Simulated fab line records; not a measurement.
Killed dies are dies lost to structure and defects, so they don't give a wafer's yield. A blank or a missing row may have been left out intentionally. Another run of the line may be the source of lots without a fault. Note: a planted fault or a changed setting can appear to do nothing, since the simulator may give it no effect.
A struck lot beside a sound one    flow gf180mcu    15 out of 602 route steps
Sound: these wafers, L167.2, L167.4, L167.6. Struck: wafer L182.6 (L182.1, L182.2, from the same lot, were not struck and are left out); the cause is given at the end.
For every step that has rows: the tool of each side, followed by ch and its chambers, followed by its first start. Under that, the readings that differ: sound wafers    struck wafers    difference of the means    sigmas: that difference in standard deviations of wafers without a fault.
alike: readings whose means differ by less than 2 such deviations, and words and numbers that are the same on both sides. not compared: withheld readings, readings that some wafer has no value for, bounds like >300 that may hide the same value, and numbers for which the record gives no deviation and whose values overlap.
The two part at a step that has a row with sigmas, a row that says differs or no value, or rows on one side only. When numbers do not overlap yet have no deviation, they are printed without sigmas and do not part them. A reading that every wafer of one side lacks parts them only if that side has two wafers or more.

GF_CONTACT_STRIP_18: strips in O2/N2.
  sound on plasma_asher-01 ch 1, day 17 12:19; struck on plasma_asher-02 ch 1, day 22 14:25
reading                sound                 struck  difference  sigmas
oes_product_au (a.u.)  0.584 0.578 0.585     0.571   -0.011      -2
platen_temp_c (C)      249.88 249.91 249.79  250.27  +0.41       +2
  alike: drypump_motor_current_A, heater_power_w
  not compared: rf_hours_counter_h
then, 3 steps without rows for these wafers: GF_CONTACT_CLEAN_19 (cleans in SPM); GF_CONTACT_CLEAN_20 (cleans in DIW); GF_CONTACT_CLEAN_21 (cleans in dHF, time 20 s).
GF_CONTACT_SPUTTER_22: material Ti, target thk 15 nm, time 80.02 s.
  sound on pvd_sputter-03, day 17 12:37; struck on pvd_sputter-03, day 22 14:44
  alike: chamber_pressure_pa, throttle_valve_pct
then, 1 step without rows for these wafers: GF_CONTACT_SPUTTER_23 (material TiN, target thk 10 nm, time 40 s).
GF_CONTACT_CVD_24: deposits W, target thk 300 nm, time 90.339 s.
  sound on cvd_w-02 ch 0,1, day 17 12:43; struck on cvd_w-01 ch 0, day 22 14:50
  alike: chamber_pressure_Torr, heater_power_outer_w, heater_power_w
GF_CONTACT_RS_MEAS_25: measurement is done with a four-point probe.
  sound on film_metro-01, day 17 12:50; struck on film_metro-03, day 22 14:56
  alike: CONTACT_W_RS
GF_CONTACT_THK_MEAS_26: measures by xrf.
  sound on film_metro-01, day 17 12:57; struck on film_metro-03, day 22 15:03
  alike: CONTACT_W_THK
GF_CONTACT_CMP_27: polishes, stops on SiO2, t overpolish 15 s, target thk 0 nm.
  sound on cmp-02 ch 1,2,3, day 17 13:06; struck on cmp-02 ch 3, day 22 15:10
  alike: motor_current_A, overpolish_run_s, time_to_endpoint_s
then, 1 step without rows for these wafers: GF_M1_SPUTTER_00 (material Ti, target thk 37.5 nm, time 150 s).
GF_M1_SPUTTER_01: material TiN, target thk 30 nm, time 25 s.
  sound on pvd_sputter-04, day 17 13:24; struck on pvd_sputter-01, day 22 15:31
  alike: chamber_pressure_pa, throttle_valve_pct
GF_M1_SPUTTER_02: material AlCu, target thk 450 nm, time 23.9 s.
  sound on pvd_sputter-04, day 17 13:26; struck on pvd_sputter-01, day 22 15:32
reading                   sound                 struck  difference  sigmas
chamber_pressure_pa (Pa)  0.3989 0.4005 0.3976  0.4186  +0.0196     +25
  alike: throttle_valve_pct
then, 1 step without rows for these wafers: GF_M1_SPUTTER_03 (material Ti, target thk 10 nm, time 6.7 s).
GF_PASSIVATION_PROBE_99:
  the record has rows for the sound wafers here (prober-01, day 30 03:22) and none for the struck ones

WHERE THEY PART
Earliest at GF_CONTACT_STRIP_18; latest, in this record, at GF_PASSIVATION_PROBE_99.

WHY: the cause the simulator had injected
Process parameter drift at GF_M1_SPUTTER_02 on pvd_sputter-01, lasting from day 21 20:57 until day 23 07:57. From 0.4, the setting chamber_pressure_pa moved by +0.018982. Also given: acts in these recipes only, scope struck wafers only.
